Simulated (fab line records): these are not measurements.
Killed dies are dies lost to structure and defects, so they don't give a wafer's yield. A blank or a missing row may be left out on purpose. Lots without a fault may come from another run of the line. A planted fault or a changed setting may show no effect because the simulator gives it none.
A struck lot beside a sound one -- flow gf180mcu -- 3 steps out of a route of 602
Sound: the wafers L597.3, L597.5, L597.6. Wafers struck: L604.2, L604.3, L604.5. The cause comes at the end.
Order at every step that has rows: each side's tool, ch and its chambers, its first start. Under that, the readings that differ: sound wafers -- struck wafers -- difference of the means -- sigmas: that difference in standard deviations of wafers without a fault.
alike: readings with means less than 2 such deviations apart, plus words and numbers identical on both sides. not compared: withheld readings, readings lacking a value on some wafer, bounds such as >300 that could conceal the same value, and numbers that have no deviation in the record and whose values overlap.
The two part at a step that has a row with sigmas, a row that says differs or no value, or rows on one side only. Numbers that don't overlap but have no deviation are shown without sigmas and don't part them. A reading missing from all wafers of one side parts the sides only when that side holds two or more wafers.

GF_STI_BOW_MEAS_00:
  sound on film_metro-03, day 2 01:02; struck on film_metro-01, day 3 12:01
  alike: INCOMING_BOW
GF_STI_OXIDATION_01: stabilise 600 s, purge 300 s, target thk 10 nm.
  sound on furnace-01 ch 0, day 2 01:07; struck on furnace-02, day 3 12:07
  no value came back on the struck wafers for ox_temp_c (C), ox_temp_c_max, zone_power_lower_pct (%); on the sound wafers ox_temp_c (C) reads 900.2 900.0 899.9
then, 1 step without rows for these wafers: GF_STI_CVD_03 (deposits Si3N4 from DCS/NH3, target thk 207.16 nm, time 3551 s).

## WHERE THEY PART
At GF_STI_OXIDATION_01 and nowhere else, as far as this record goes.

WHY: the cause the simulator had injected
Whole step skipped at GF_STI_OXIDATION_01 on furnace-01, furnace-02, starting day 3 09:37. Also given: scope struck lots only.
